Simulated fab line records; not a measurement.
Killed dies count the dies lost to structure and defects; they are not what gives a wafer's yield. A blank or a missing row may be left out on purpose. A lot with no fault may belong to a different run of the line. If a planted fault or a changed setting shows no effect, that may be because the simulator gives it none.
Check of tool commonality	flow sky130	11 lots and 32 wafers in the sample

## WHAT PROMPTED THE OPENING
At SKY_PASSIVATION_THK_MEAS_03 the reading PASSIVATION_CVD_02_THK is flagged on 2 of 11 lots. Fault-free wafers read 540 nm, with a standard deviation of 6.
Rule: a lot is flagged in two cases, either no wafer of it has a number, or all its wafers with numbers fall more than 4 standard deviations from that mean. The rest of the lots are taken to be sound.

lot	measured	on	PASSIVATION_CVD_02_THK (nm), wafer by wafer	flag
L470	day 44 00:08	filmMetro-03	548 550 541	
L471	day 44 14:44	filmMetro-02	540 545 542	
L479	day 46 13:11	filmMetro-03	489 483	FLAGGED
L480	day 46 16:30	filmMetro-03	476 483 484	FLAGGED
L484	day 47 20:05	filmMetro-04	537 534 543	
L483	day 47 20:59	filmMetro-02	533 535 546	
L485	day 47 23:50	filmMetro-02	535 532 540	
L487	day 48 16:42	filmMetro-02	536 534 537	
L489	day 48 22:46	filmMetro-02	540 539 543	
L490	day 49 05:53	filmMetro-03	540 545 547	
L491	day 49 12:38	filmMetro-02	542 551 552	
The mean of the flagged lots' numbers is 483 nm, -57 nm from the usual (-10 standard deviations).

## WHICH TOOL EACH LOT WENT THROUGH
Before the reading, the record contains 2 process steps out of a 708-step route. Cell contents, in order: the tool; ch with the chambers the sampled wafers went through; the start.
lot	flag	SKY_METAL4_SPUTTER_00	SKY_PASSIVATION_CVD_02
L470		pvdSputter-03, day 39 19:22	pecvd-02 ch 0,1,2, day 43 23:54
L471		pvdSputter-01, day 40 12:42	pecvd-01 ch 0,1,2, day 44 14:30
L479	FLAGGED	pvdSputter-02, day 42 14:42	pecvd-02 ch 0,2, day 46 13:02
L480	FLAGGED	pvdSputter-03, day 42 20:25	pecvd-02 ch 0,1,2, day 46 16:16
L484		pvdSputter-01, day 44 03:20	pecvd-01 ch 0,1, day 47 19:51
L483		pvdSputter-03, day 44 03:49	pecvd-03 ch 1,2, day 47 20:46
L485		pvdSputter-02, day 44 07:17	pecvd-01 ch 1,2, day 47 23:36
L487		pvdSputter-03, day 45 02:18	pecvd-03 ch 1,2, day 48 16:29
L489		pvdSputter-03, day 45 10:51	pecvd-01 ch 0,1,2, day 48 22:33
L490		pvdSputter-01, day 45 17:52	pecvd-03 ch 0,1,2, day 49 05:45
L491		pvdSputter-02, day 46 00:25	pecvd-01 ch 0,2, day 49 12:24
What these steps do:
- SKY_METAL4_SPUTTER_00: material Ti, target thk 15 nm, time 10 s.
- SKY_PASSIVATION_CVD_02: deposits Si3N4, target thk 540 nm.
- SKY_PASSIVATION_THK_MEAS_03

## FLAGGED AGAINST TOTAL, ONE TOOL AT A TIME (gauges that did the reading follow at the end)
step	tool	lots run	flagged	share of the flagged lots	sound lots run after its first flagged lot
SKY_METAL4_SPUTTER_00	pvdSputter-01	3	0	none	-
SKY_METAL4_SPUTTER_00	pvdSputter-02	3	1	some	2 (L485,L491)
SKY_METAL4_SPUTTER_00	pvdSputter-03	5	1	some	3 (L483,L487,L489)
SKY_PASSIVATION_CVD_02	pecvd-01	5	0	none	-
SKY_PASSIVATION_CVD_02	pecvd-02	3	2	all	0
SKY_PASSIVATION_CVD_02	pecvd-03	3	0	none	-
SKY_PASSIVATION_THK_MEAS_03	filmMetro-02	6	0	none	-
SKY_PASSIVATION_THK_MEAS_03	filmMetro-03	4	2	all	1 (L490)
SKY_PASSIVATION_THK_MEAS_03	filmMetro-04	1	0	none	-

## WHAT THE TABLE PERMITS
2 rows of the table ran every flagged lot: pecvd-02 at SKY_PASSIVATION_CVD_02, filmMetro-03 at SKY_PASSIVATION_THK_MEAS_03.
- pecvd-02 at SKY_PASSIVATION_CVD_02: 2 of its 3 lots flagged. A fault beginning between L470 (day 43 23:54), its last sound lot, and L479 (day 46 13:02), its first flagged one, fits the data. On the flagged lots its readings are blank where sound lots have values: susceptorTempC.
- filmMetro-03 at SKY_PASSIVATION_THK_MEAS_03: 2 of its 4 lots flagged. Sound lots ran on it after the first flagged one (L490), which a lasting fault on the whole tool wouldn't allow.
Just one tool remains: pecvd-02 at SKY_PASSIVATION_CVD_02.

## WHAT THE SIMULATOR HAD INSERTED
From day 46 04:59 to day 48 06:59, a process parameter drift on pecvd-02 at SKY_PASSIVATION_CVD_02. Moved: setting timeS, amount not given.
Lots struck among those shown: L479, L480. The rule above found the same.
